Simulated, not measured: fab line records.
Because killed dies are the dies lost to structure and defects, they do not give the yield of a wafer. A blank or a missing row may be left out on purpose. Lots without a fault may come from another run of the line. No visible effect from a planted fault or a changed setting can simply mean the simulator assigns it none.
Chamber matching    flow sky130    4 sister chambers for SKY_FIELD_ISO_CMP_27 on cmp-01
The step polishes, stops on Si3N4, t overpolish 16 s, target thk 457.8 nm. 8 wafers are shown with their chamber, then 9 later ones without.

== WAFERS PAIRED WITH THEIR CHAMBERS ==
wafer   chamber  motorCurrentA (A)  timeToEndpointS (s)
L610.3  1        10.7               105
L610.4  2        13.0               104
L611.1  1        11.2               114
L611.2  3        11.1               115
L611.3  0        10.7               111
L612.1  2        13.2               113
L612.2  3        11.1               111
L612.3  0        10.4               109

== WAFERS WITH NO CHAMBER GIVEN ==
wafer   motorCurrentA (A)  timeToEndpointS (s)
L615.4  11.5               114
L615.5  10.7               116
L615.6  11.6               116
L618.1  10.8               116
L618.4  13.7               112
L618.5  11.0               115
L620.1  11.2               111
L620.2  13.1               112
L620.3  11.5               114

== WHICH CHAMBER EACH ONE RAN IN ==
wafer   from the rows above           in truth
L615.4  can't be placed: 3 or 1       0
L615.5  can't be placed: 0 or 1 or 3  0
L615.6  can't be placed: 3 or 1       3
L618.1  can't be placed: 3 or 1 or 0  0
L618.4  2                             2
L618.5  can't be placed: 3 or 1 or 0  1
L620.1  can't be placed: 3 or 1       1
L620.2  2                             2
L620.3  can't be placed: 3 or 1       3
Correctly placed: 2 of 9. These rows do not allow placing 7 (true chamber among the candidates in 6). Wrongly placed: 0.
How it was worked out, from the rows above alone: a wafer's distance from a chamber is the root of the sum, over the readings, of the square of ((its reading less the chamber's mean) divided by the reading's scatter). The wafer belongs to the nearest chamber; if the next one is less than 2 further off, it can't be placed. A chamber's mean is the mean of its shown wafers. The scatter: take each reading less its chamber's mean, square it, sum over the shown wafers, divide by the number of wafers less the number of chambers, and take the root.
